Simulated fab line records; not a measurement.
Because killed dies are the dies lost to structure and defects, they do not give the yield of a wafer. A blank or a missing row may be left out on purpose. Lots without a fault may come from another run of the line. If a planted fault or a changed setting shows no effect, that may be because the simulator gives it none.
fab line records	flow gf180mcu
record lots=5	wafers=23
route steps=602 shown PSD@257 SAB@264 SALICIDE@280 CONTACT@298 M1@319 V1@337
start-h: start of the lot's first displayed wafer, in hours after the record's first day	wait-h: hours since the lot's step before	" repeats the value in the row above	L1.1+2: a single row standing in for several wafers	- no value present, or no start provided	* or withheld: withheld	< > ~ a bound
route shown NAME@n: names a module that has steps shown in the file, with the first one's number in the route	usual: the fault-free wafers' mean and standard deviation	same: alike in all rows	chamber/n: place in a boat	sites: readings site by site	_std_site: the values' standard deviation	_edge_site: the outer-site mean with the inner-site mean subtracted	radius-mm: how far each site lies from the wafer's centre	mask NAME#n: copy n	behind: the last tool/chamber to shape the wafer	hold: why the lot was held/for how many hours/how that ended	device: the transistor (n, p or np) that didn't switch	end of line: tests of these same wafers at the route's end	a step given without rows: its recipe and nothing more	killed: not the wafer's yield, but the dies lost to structure and defects at the first sort	map: the dies of a wafer, with x for killed, . for not killed, _ for no die there
set.NAME: setting as actually run; set.NAME@STEP: the setting as run at that earlier step	model.NAME: the simulator's own value behind a step, which no gauge read
lots with deliberately changed settings; one table per step, one row per wafer
## steps
# step GF_PSD_IMPLANT_09
# recipe species=BF2	energy-kev=40	dose-cm2=1.5e+15	tilt-deg=7
lot.wafer	tool	chamber	start-h	wait-h	set.energy-kev	model.implant.rp-nm	model.implant.drp-nm
L076.1+5+6	implanter-02	0	338.87	0.0	40	30.89	15.87
L078.1+4+5	implanter-02	0	352.67	0.0	41.97	32.11	16.42
L078.2+6	"	0	"	"	40	30.88	15.87
L082.1+2+3+4+5	implanter-03	0	381.57	0.0	40	29.34	15.87
L083.2+3+6	implanter-02	0	388.14	0.0	38.53	30.22	15.46
L083.4+5	"	0	"	"	40	31.16	15.87
L084.2+3	implanter-04	0	396.89	0.0	40	31.11	15.87
L084.4+5+6	"	0	"	"	43.52	33.33	16.84
# step GF_PSD_STRIP_10
# recipe chemistry=O2/N2	power-w=1400	pressure-mtorr=1500	platen-temp-c=250	o2-flow-sccm=3000	n2-flow-sccm=300	overash-fraction=0.5
# usual strip-time-to-endpoint-s=16.54/0.039
lot.wafer	tool	chamber	start-h	wait-h	set.energy-kev@PSD_IMPLANT_09	strip-time-to-endpoint-s
L076.1	plasma-asher-03	0	339.02	0.1	40	16.59
L076.5	"	1	"	"	40	16.57
L076.6	"	0	"	"	40	16.58
L078.1	plasma-asher-04	1	352.82	0.1	41.97	16.76
L078.2	"	0	"	"	40	16.55
L078.4	"	0	"	"	41.97	16.75
L078.5	"	1	"	"	41.97	16.72
L078.6	"	0	"	"	40	16.56
L082.1	plasma-asher-04	1	381.72	0.1	40	16.59
L082.2	"	0	"	"	40	16.56
L082.3	"	1	"	"	40	16.55
L082.4	"	0	"	"	40	16.49
L082.5	"	1	"	"	40	16.50
L083.2	plasma-asher-03	0	388.27	0.1	38.53	16.37
L083.3	"	0	"	"	38.53	16.37
L083.4	"	1	"	"	40	16.54
L083.5	"	0	"	"	40	16.53
L083.6	"	1	"	"	38.53	16.43
L084.2	plasma-asher-02	0	397.02	0.1	40	16.60
L084.3	"	1	"	"	40	16.59
L084.4	"	0	"	"	43.52	16.96
L084.5	"	1	"	"	43.52	16.93
L084.6	"	0	"	"	43.52	16.94
# step GF_PSD_TW_MEAS_11
# usual PSD_TW=3198/16
lot.wafer	tool	chamber	start-h	wait-h	set.energy-kev@PSD_IMPLANT_09	PSD_TW
L076.1	film-metro-04	-	339.12	0.1	40	3189
L076.5	"	-	"	"	40	3183
L076.6	"	-	"	"	40	3192
L078.1	film-metro-02	-	352.92	0.1	41.97	3201
L078.2	"	-	"	"	40	3183
L078.4	"	-	"	"	41.97	3206
L078.5	"	-	"	"	41.97	3228
L078.6	"	-	"	"	40	3167
L082.1	film-metro-03	-	381.82	0.1	40	3215
L082.2	"	-	"	"	40	3199
L082.3	"	-	"	"	40	3201
L082.4	"	-	"	"	40	3209
L082.5	"	-	"	"	40	3215
L083.2	film-metro-03	-	388.38	0.1	38.53	3191
L083.3	"	-	"	"	38.53	3197
L083.4	"	-	"	"	40	3217
L083.5	"	-	"	"	40	3217
L083.6	"	-	"	"	38.53	3178
L084.2	film-metro-04	-	397.13	0.1	40	3214
L084.3	"	-	"	"	40	3202
L084.4	"	-	"	"	43.52	3271
L084.5	"	-	"	"	43.52	3267
L084.6	"	-	"	"	43.52	3270
# step GF_PSD_CLEAN_12
# recipe chemistry=SC1/SC2	mix=1:4:20	temp-c=70	time-s=150	dry=n2-spin
# step GF_PSD_RTA_13
# recipe temp-c=1025	time-s=20	ambient=N2
# step GF_PSD_RS_MEAS_15
# recipe thk-meas-gauge=four-point-probe
# usual PSD_RS=108.66/0.28
lot.wafer	tool	chamber	start-h	wait-h	set.energy-kev@PSD_IMPLANT_09	PSD_RS[ohm/sq]
L076.1	film-metro-03	-	339.51	0.1	40	108.45
L076.5	"	-	"	"	40	108.52
L076.6	"	-	"	"	40	108.51
L078.1	film-metro-03	-	353.23	0.1	41.97	106.52
L078.2	"	-	"	"	40	108.87
L078.4	"	-	"	"	41.97	106.51
L078.5	"	-	"	"	41.97	106.21
L078.6	"	-	"	"	40	108.74
L082.1	film-metro-04	-	382.13	0.1	40	109.11
L082.2	"	-	"	"	40	108.99
L082.3	"	-	"	"	40	108.91
L082.4	"	-	"	"	40	108.97
L082.5	"	-	"	"	40	109.04
L083.2	film-metro-02	-	388.70	0.1	38.53	110.68
L083.3	"	-	"	"	38.53	110.67
L083.4	"	-	"	"	40	109.08
L083.5	"	-	"	"	40	108.89
L083.6	"	-	"	"	38.53	110.98
L084.2	film-metro-02	-	397.45	0.1	40	108.57
L084.3	"	-	"	"	40	108.69
L084.4	"	-	"	"	43.52	104.36
L084.5	"	-	"	"	43.52	104.08
L084.6	"	-	"	"	43.52	103.99
# step GF_SAB_CVD_00
# recipe material=SiO2	target-thk-nm=50	precursor=TEOS	temp-c=400	time-s=4.9302	rf-w=600
lot.wafer	tool	chamber	start-h	wait-h	set.time-s	model.SiO2_of_SAB_CVD_00.thk-nm
L076.1	pecvd-04	0	339.63	0.1	4.9302	49.99
L076.5	"	0	"	"	4.9302	50.97
L076.6	"	1	"	"	4.9302	51.16
L078.1	pecvd-04	1	353.35	0.1	4.245	42.25
L078.2	"	0	"	"	4.245	43.22
L078.4	"	0	"	"	4.9302	50.76
L078.5	"	0	"	"	4.9302	50.21
L078.6	"	1	"	"	4.9302	50.32
L082.1	pecvd-04	0	382.25	0.1	4.9302	49.43
L082.2	"	2	"	"	4.9302	49.62
L082.3	"	1	"	"	4.9302	49.52
L082.4	"	1	"	"	4.9302	50.05
L082.5	"	2	"	"	4.9302	50.12
L083.2	pecvd-01	1	388.80	0.1	4.9302	50.18
L083.3	"	0	"	"	5.301	53.81
L083.4	"	2	"	"	5.301	53.82
L083.5	"	0	"	"	4.9302	51.51
L083.6	"	1	"	"	5.301	55.01
L084.2	pecvd-04	2	397.55	0.1	5.455	54.89
L084.3	"	0	"	"	5.455	54.4
L084.4	"	0	"	"	4.9302	50.5
L084.5	"	1	"	"	5.455	55.44
L084.6	"	2	"	"	4.9302	51.1
# step GF_SAB_THK_MEAS_01
# recipe reads=SiO2_of_SAB_CVD_00
# usual SAB_CVD_00_THK=49.9/0.66
lot.wafer	tool	chamber	start-h	wait-h	set.time-s@SAB_CVD_00	SAB_CVD_00_THK[nm]
L076.1	film-metro-04	-	339.66	0.0	4.9302	50.0
L076.5	"	-	"	"	4.9302	51.0
L076.6	"	-	"	"	4.9302	51.2
L078.1	film-metro-01	-	353.38	0.0	4.245	42.2
L078.2	"	-	"	"	4.245	43.2
L078.4	"	-	"	"	4.9302	50.8
L078.5	"	-	"	"	4.9302	50.2
L078.6	"	-	"	"	4.9302	50.4
L082.1	film-metro-03	-	382.27	0.0	4.9302	49.4
L082.2	"	-	"	"	4.9302	49.6
L082.3	"	-	"	"	4.9302	49.5
L082.4	"	-	"	"	4.9302	50.0
L082.5	"	-	"	"	4.9302	50.1
L083.2	film-metro-03	-	388.83	0.0	4.9302	50.1
L083.3	"	-	"	"	5.301	53.8
L083.4	"	-	"	"	5.301	53.8
L083.5	"	-	"	"	4.9302	51.6
L083.6	"	-	"	"	5.301	55.0
L084.2	film-metro-04	-	397.58	0.0	5.455	54.9
L084.3	"	-	"	"	5.455	54.4
L084.4	"	-	"	"	4.9302	50.5
L084.5	"	-	"	"	5.455	55.4
L084.6	"	-	"	"	4.9302	51.1
# step GF_SALICIDE_SPUTTER_02
# recipe material=Co	target-thk-nm=10	power-w=1000	time-s=20	chamber-pressure-pa=0.4
lot.wafer	tool	chamber	start-h	wait-h	set.power-w	model.Co_of_SALICIDE_SPUTTER_02.thk-nm
L076.1	pvd-sputter-04	-	361.51	0.0	1000	10.09
L076.5	"	-	"	"	1000	10.08
L076.6	"	-	"	"	1000	10.26
L078.1	pvd-sputter-02	-	375.38	0.0	1000	10
L078.2	"	-	"	"	1000	10.24
L078.4	"	-	"	"	1096	11.3
L078.5	"	-	"	"	1000	10.13
L078.6	"	-	"	"	1096	11.24
L082.1	pvd-sputter-04	-	405.01	0.0	1000	10.15
L082.2	"	-	"	"	1107	11.19
L082.3	"	-	"	"	1107	11.04
L082.4	"	-	"	"	1000	10.24
L082.5	"	-	"	"	1107	11.18
L083.2	pvd-sputter-04	-	411.88	0.0	1000	9.845
L083.3	"	-	"	"	1000	10.04
L083.4	"	-	"	"	1000	9.921
L083.5	"	-	"	"	1000	10.02
L083.6	"	-	"	"	1000	10.03
L084.2	pvd-sputter-02	-	420.68	0.0	1000	10.12
L084.3	"	-	"	"	1086	10.89
L084.4	"	-	"	"	1086	11.08
L084.5	"	-	"	"	1000	10.27
L084.6	"	-	"	"	1000	10.18
# step GF_SALICIDE_SPUTTER_03
# recipe material=TiN	target-thk-nm=20	power-w=6500	time-s=16.7	chamber-pressure-pa=0.4
# step GF_SALICIDE_RS_MEAS_04
# recipe thk-meas-gauge=four-point-probe	reads=TiN_of_SALICIDE_SPUTTER_03+Co_of_SALICIDE_SPUTTER_02
# usual SALICIDE_TIN_RS=16.09/0.22
lot.wafer	tool	chamber	start-h	wait-h	set.power-w@SALICIDE_SPUTTER_02	SALICIDE_TIN_RS[ohm/sq]
L076.1	film-metro-01	-	361.56	0.0	1000	16.12
L076.5	"	-	"	"	1000	16.17
L076.6	"	-	"	"	1000	15.89
L078.1	film-metro-02	-	375.43	0.0	1000	16.15
L078.2	"	-	"	"	1000	15.95
L078.4	"	-	"	"	1096	14.55
L078.5	"	-	"	"	1000	16.11
L078.6	"	-	"	"	1096	14.58
L082.1	film-metro-01	-	405.06	0.0	1000	16.02
L082.2	"	-	"	"	1107	14.60
L082.3	"	-	"	"	1107	14.87
L082.4	"	-	"	"	1000	15.85
L082.5	"	-	"	"	1107	14.67
L083.2	film-metro-01	-	411.95	0.0	1000	16.64
L083.3	"	-	"	"	1000	16.12
L083.4	"	-	"	"	1000	16.53
L083.5	"	-	"	"	1000	16.10
L083.6	"	-	"	"	1000	16.17
L084.2	film-metro-03	-	420.76	0.0	1000	15.96
L084.3	"	-	"	"	1086	14.85
L084.4	"	-	"	"	1086	14.70
L084.5	"	-	"	"	1000	15.81
L084.6	"	-	"	"	1000	16.00
# step GF_CONTACT_EXPOSE_11
# recipe mask-id=Contact	target-cd-nm=220	na=0.68	source-shape=conventional	sigma-outer=0.6	dose-mj=38
lot.wafer	tool	chamber	start-h	wait-h	mask	set.dose-mj
L076.1+5+6	krf-scanner-01	0	-	-	Contact#0	38
L078.1+6	krf-scanner-01	0	-	-	Contact#0	38
L078.2+4+5	"	0	"	"	Contact#0	36.39
L082.1+2+4	krf-scanner-02	0	-	-	Contact#0	39.36
L082.3+5	"	0	"	"	Contact#0	38
L083.2+4+6	krf-scanner-01	0	-	-	Contact#0	38.89
L083.3+5	"	0	"	"	Contact#0	38
L084.2+3+4+5+6	krf-scanner-02	0	-	-	Contact#0	38
# step GF_CONTACT_PEB_12
# recipe peb-temp-c=135	peb-time-s=90	resist=KrF
# step GF_CONTACT_DEVELOP_13
# recipe develop-time-s=60	resist=KrF	dev-temp-c=21
# step GF_CONTACT_CD_MEAS_14
# recipe target-cd-nm=220
# usual cd-nm=220.3/1.7
lot.wafer	tool	chamber	start-h	wait-h	set.dose-mj@CONTACT_EXPOSE_11	cd-nm
L076.1	cd-sem-02	-	385.23	0.1	38	222.9
L076.5	"	-	"	"	38	223.8
L076.6	"	-	"	"	38	221.4
L078.1	cd-sem-01	-	399.26	0.1	38	222.1
L078.2	"	-	"	"	36.39	214.6
L078.4	"	-	"	"	36.39	214.1
L078.5	"	-	"	"	36.39	213.6
L078.6	"	-	"	"	38	222.1
L082.1	cd-sem-01	-	432.73	0.1	39.36	223.7
L082.2	"	-	"	"	39.36	225.1
L082.3	"	-	"	"	38	218.1
L082.4	"	-	"	"	39.36	223.7
L082.5	"	-	"	"	38	218.7
L083.2	cd-sem-01	-	437.15	0.1	38.89	223.7
L083.3	"	-	"	"	38	218.9
L083.4	"	-	"	"	38.89	223.4
L083.5	"	-	"	"	38	217.9
L083.6	"	-	"	"	38.89	224.0
L084.2	cd-sem-01	-	446.28	0.1	38	223.0
L084.3	"	-	"	"	38	221.9
L084.4	"	-	"	"	38	220.4
L084.5	"	-	"	"	38	221.5
L084.6	"	-	"	"	38	220.8
# step GF_CONTACT_ETCH_16
# recipe chemistry=N2/H2	target-depth-a=withheld	overetch-a=withheld	time-s=withheld	target=BARC	ion-energy-ev=200	source-w=500	bias-w=100	pressure-mtorr=30	n2-flow-sccm=100	h2-flow-sccm=200
lot.wafer	tool	chamber	start-h	wait-h	set.source-w	set.dose-mj@CONTACT_EXPOSE_11	model.CONTACT.cd-nm
L076.1	rie-diel-03	2	385.39	0.0	500	38	223.2
L076.5	"	0	"	"	500	38	224.3
L076.6	"	3	"	"	500	38	220.4
L078.1	rie-diel-03	2	399.41	0.0	524.8	38	221.6
L078.2	"	1	"	"	500	36.39	214.2
L078.4	"	3	"	"	524.8	36.39	213.4
L078.5	"	2	"	"	500	36.39	213.8
L078.6	"	1	"	"	500	38	221.4
L082.1	rie-diel-03	3	432.89	0.0	500	39.36	223
L082.2	"	2	"	"	500	39.36	226
L082.3	"	1	"	"	500	38	217.8
L082.4	"	0	"	"	553	39.36	225
L082.5	"	3	"	"	553	38	219
L083.2	rie-diel-01	2	437.29	0.0	500	38.89	224.1
L083.3	"	0	"	"	519.1	38	219.4
L083.4	"	3	"	"	500	38.89	223.7
L083.5	"	1	"	"	500	38	218.6
L083.6	"	2	"	"	519.1	38.89	223.9
L084.2	rie-diel-01	0	446.41	0.0	500	38	223.7
L084.3	"	2	"	"	500	38	222.1
L084.4	"	1	"	"	500	38	221.1
L084.5	"	1	"	"	500	38	222.4
L084.6	"	2	"	"	500	38	220.9
# step GF_CONTACT_ETCH_17
# recipe chemistry=C4F8/O2/Ar	mask-material=KrF	target=SiO2	stop-on=CoSi2	source-w=1500	bias-w=1159	pressure-mtorr=40	c4f8-flow-sccm=withheld	O2_flow_sccm=6	Ar_flow_sccm=300	time-s=withheld	target-depth-a=8600
lot.wafer	tool	chamber	start-h	wait-h	set.dose-mj@CONTACT_EXPOSE_11	model.CONTACT.cd-nm
L076.1	rie-diel-03	2	-	-	38	222.4
L076.5	"	0	"	"	38	224.5
L076.6	"	3	"	"	38	220.7
L078.1	rie-diel-03	2	-	-	38	221.7
L078.2	"	1	"	"	36.39	212.8
L078.4	"	3	"	"	36.39	213.4
L078.5	"	2	"	"	36.39	213.1
L078.6	"	1	"	"	38	219.8
L082.1	rie-diel-03	3	-	-	39.36	223.3
L082.2	"	2	"	"	39.36	226
L082.3	"	1	"	"	38	216.4
L082.4	"	0	"	"	39.36	225.3
L082.5	"	3	"	"	38	218.8
L083.2	rie-diel-01	2	-	-	38.89	224.4
L083.3	"	0	"	"	38	218.7
L083.4	"	3	"	"	38.89	223.5
L083.5	"	1	"	"	38	218.6
L083.6	"	2	"	"	38.89	224
L084.2	rie-diel-01	0	-	-	38	223.8
L084.3	"	2	"	"	38	221.8
L084.4	"	1	"	"	38	220.9
L084.5	"	1	"	"	38	222.3
L084.6	"	2	"	"	38	220.6
# step GF_M1_SPUTTER_04
# recipe material=TiN	target-thk-nm=50	power-w=6500	time-s=41.7	chamber-pressure-pa=0.4
lot.wafer	tool	chamber	start-h	wait-h	set.time-s	model.TiN_of_M1_SPUTTER_04.thk-nm
L076.1	pvd-sputter-02	-	386.71	0.0	41.7	48.95
L076.5	"	-	"	"	41.7	49.01
L076.6	"	-	"	"	41.7	48.99
L078.1	pvd-sputter-01	-	400.74	0.0	37.23	44.08
L078.2	"	-	"	"	41.7	50.14
L078.4	"	-	"	"	41.7	49.9
L078.5	"	-	"	"	37.23	44.6
L078.6	"	-	"	"	41.7	49.67
L082.1	pvd-sputter-01	-	434.21	0.0	44.65	54.51
L082.2	"	-	"	"	44.65	54.04
L082.3	"	-	"	"	41.7	49.88
L082.4	"	-	"	"	41.7	50.48
L082.5	"	-	"	"	44.65	53.34
L083.2	pvd-sputter-04	-	438.61	0.0	41.7	50.17
L083.3	"	-	"	"	41.7	50.14
L083.4	"	-	"	"	41.7	49.87
L083.5	"	-	"	"	41.7	49.97
L083.6	"	-	"	"	41.7	50.11
L084.2	pvd-sputter-02	-	447.84	0.0	41.7	49.78
L084.3	"	-	"	"	41.7	49.66
L084.4	"	-	"	"	38.1	45.15
L084.5	"	-	"	"	41.7	49.55
L084.6	"	-	"	"	38.1	45
# step GF_V1_CVD_02
# recipe material=SiO2	target-thk-nm=850	precursor=TEOS	temp-c=400	time-s=94.851	rf-w=600
lot.wafer	tool	chamber	start-h	wait-h	set.time-s	model.SiO2_of_V1_CVD_02.thk-nm
L076.1	pecvd-02	2	410.60	0.1	94.851	848.5
L076.5	"	1	"	"	94.851	869.1
L076.6	"	2	"	"	94.851	865.6
L078.1	pecvd-04	1	424.72	0.1	94.851	849.7
L078.2	"	2	"	"	94.851	847.3
L078.4	"	1	"	"	94.851	870.8
L078.5	"	2	"	"	94.851	867.6
L078.6	"	0	"	"	94.851	858.8
L082.1	pecvd-04	2	459.50	0.1	84	756.2
L082.2	"	0	"	"	94.851	834.8
L082.3	"	0	"	"	84	754.7
L082.4	"	2	"	"	94.851	872.3
L082.5	"	0	"	"	94.851	855.8
L083.2	pecvd-03	0	463.83	0.0	94.851	832.5
L083.3	"	1	"	"	94.851	825
L083.4	"	1	"	"	94.851	839.2
L083.5	"	0	"	"	94.851	844.3
L083.6	"	2	"	"	94.851	836.1
L084.2	pecvd-02	0	472.35	0.0	94.851	847.4
L084.3	"	1	"	"	98.87	874.4
L084.4	"	0	"	"	94.851	860.8
L084.5	"	1	"	"	94.851	852.5
L084.6	"	2	"	"	98.87	895.2
# step GF_V1_THK_MEAS_03
# recipe reads=SiO2_of_V1_CVD_02
# usual V1_CVD_02_THK=851/11
lot.wafer	tool	chamber	start-h	wait-h	set.time-s@V1_CVD_02	V1_CVD_02_THK[nm]
L076.1	film-metro-01	-	410.70	0.1	94.851	848
L076.5	"	-	"	"	94.851	869
L076.6	"	-	"	"	94.851	866
L078.1	film-metro-04	-	424.79	0.0	94.851	850
L078.2	"	-	"	"	94.851	846
L078.4	"	-	"	"	94.851	871
L078.5	"	-	"	"	94.851	867
L078.6	"	-	"	"	94.851	859
L082.1	film-metro-04	-	459.60	0.1	84	756
L082.2	"	-	"	"	94.851	835
L082.3	"	-	"	"	84	755
L082.4	"	-	"	"	94.851	872
L082.5	"	-	"	"	94.851	857
L083.2	film-metro-01	-	463.91	0.0	94.851	833
L083.3	"	-	"	"	94.851	825
L083.4	"	-	"	"	94.851	839
L083.5	"	-	"	"	94.851	845
L083.6	"	-	"	"	94.851	836
L084.2	film-metro-03	-	472.42	0.0	94.851	848
L084.3	"	-	"	"	98.87	876
L084.4	"	-	"	"	94.851	862
L084.5	"	-	"	"	94.851	852
L084.6	"	-	"	"	98.87	895
# step GF_V1_CMP_04
# recipe material=SiO2	down-force-psi=4	platen-rpm=60	pad-velocity-m-s=0.94248
# usual time-to-endpoint-s=81/5.6
lot.wafer	tool	chamber	start-h	wait-h	set.time-s@V1_CVD_02	time-to-endpoint-s
L076.1	cmp-01	3	410.91	0.2	94.851	88
L076.5	"	0	"	"	94.851	97
L076.6	"	1	"	"	94.851	85
L078.1	cmp-01	3	424.96	0.2	94.851	82
L078.4	"	1	"	"	94.851	84
L078.2	"	2	"	"	94.851	80
L078.5	"	3	"	"	94.851	89
L078.6	"	0	"	"	94.851	89
L082.1	cmp-02	0	459.66	0.1	84	46
L082.2	"	1	"	"	94.851	73
L082.3	"	2	"	"	84	43
L082.4	"	3	"	"	94.851	88
L082.5	"	0	"	"	94.851	86
L083.3	cmp-02	2	464.15	0.2	94.851	66
L083.2	"	3	"	"	94.851	74
L083.4	"	0	"	"	94.851	81
L083.6	"	2	"	"	94.851	73
L083.5	"	3	"	"	94.851	77
L084.4	cmp-02	2	472.47	0.0	94.851	80
L084.2	"	3	"	"	94.851	78
L084.3	"	0	"	"	98.87	92
L084.6	"	2	"	"	98.87	93
L084.5	"	3	"	"	94.851	80
# step GF_V1_SPUTTER_22
# recipe material=TiN	target-thk-nm=10	chamber-pressure-pa=5	power-w=4000	time-s=40
lot.wafer	tool	chamber	start-h	wait-h	set.power-w	model.TiN_of_V1_SPUTTER_22.thk-nm
L076.1	pvd-sputter-01	-	436.14	0.0	4000	9.877
L076.5	"	-	"	"	4000	9.894
L076.6	"	-	"	"	4000	9.765
L078.1	pvd-sputter-01	-	450.54	0.0	4000	9.961
L078.2	"	-	"	"	4000	10.04
L078.4	"	-	"	"	4275	10.72
L078.5	"	-	"	"	4275	10.73
L078.6	"	-	"	"	4275	10.55
L082.1	pvd-sputter-01	-	485.06	0.0	4000	9.791
L082.2	"	-	"	"	4000	10.04
L082.3	"	-	"	"	3844	9.472
L082.4	"	-	"	"	4000	9.965
L082.5	"	-	"	"	3844	9.449
L083.2	pvd-sputter-03	-	489.86	0.0	4365	10.58
L083.3+6	"	-	"	"	4365	10.69
L083.4	"	-	"	"	4000	9.585
L083.5	"	-	"	"	4000	9.689
L084.2	pvd-sputter-01	-	497.07	0.0	4000	9.903
L084.3	"	-	"	"	4000	10.01
L084.4	"	-	"	"	3546	8.701
L084.5	"	-	"	"	3546	8.986
L084.6	"	-	"	"	4000	9.863
## key
split step=GF_PSD_IMPLANT_09	setting=energy-kev	stated=40	by=wafer
response step=GF_PSD_IMPLANT_09	reading=model.implant.rp-nm	change=+0.253	per=1%	r=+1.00
response step=GF_PSD_IMPLANT_09	reading=model.implant.drp-nm	change=+0.11	per=1%	r=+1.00
response step=GF_PSD_STRIP_10	reading=strip-time-to-endpoint-s	change=*	per=1%	r=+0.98
response step=GF_PSD_TW_MEAS_11	reading=PSD_TW	change=+7.23	per=1%	r=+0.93
response step=GF_PSD_RS_MEAS_15	reading=PSD_RS	change=-0.502	per=1%	r=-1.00
split step=GF_SAB_CVD_00	setting=time-s	stated=4.9302	by=wafer
response step=GF_SAB_CVD_00	reading=model.SiO2_of_SAB_CVD_00.thk-nm	change=+0.485	per=1%	r=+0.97
response step=GF_SAB_THK_MEAS_01	reading=SAB_CVD_00_THK	change=+0.487	per=1%	r=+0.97
split step=GF_SALICIDE_SPUTTER_02	setting=power-w	stated=1000	by=wafer
response step=GF_SALICIDE_SPUTTER_02	reading=model.Co_of_SALICIDE_SPUTTER_02.thk-nm	change=+0.0996	per=1%	r=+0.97
response step=GF_SALICIDE_RS_MEAS_04	reading=SALICIDE_TIN_RS	change=-0.133	per=1%	r=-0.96
split step=GF_CONTACT_EXPOSE_11	setting=dose-mj	stated=38	by=wafer
response step=GF_CONTACT_CD_MEAS_14	reading=cd-nm	change=+1.85	per=1%	r=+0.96
response step=GF_CONTACT_ETCH_16	reading=model.CONTACT.cd-nm	change=+1.83	per=1%	r=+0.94
response step=GF_CONTACT_ETCH_17	reading=model.CONTACT.cd-nm	change=+1.95	per=1%	r=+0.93
split step=GF_CONTACT_ETCH_16	setting=source-w	stated=500	by=wafer
response none clear
split step=GF_M1_SPUTTER_04	setting=time-s	stated=41.7	by=wafer
response step=GF_M1_SPUTTER_04	reading=model.TiN_of_M1_SPUTTER_04.thk-nm	change=+0.526	per=1%	r=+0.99
split step=GF_V1_CVD_02	setting=time-s	stated=94.851	by=wafer
response step=GF_V1_CVD_02	reading=model.SiO2_of_V1_CVD_02.thk-nm	change=+8.49	per=1%	r=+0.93
response step=GF_V1_THK_MEAS_03	reading=V1_CVD_02_THK	change=+8.49	per=1%	r=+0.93
response step=GF_V1_CMP_04	reading=time-to-endpoint-s	change=*	per=1%	r=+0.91
split step=GF_V1_SPUTTER_22	setting=power-w	stated=4000	by=wafer
response step=GF_V1_SPUTTER_22	reading=model.TiN_of_V1_SPUTTER_22.thk-nm	change=+0.102	per=1%	r=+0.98
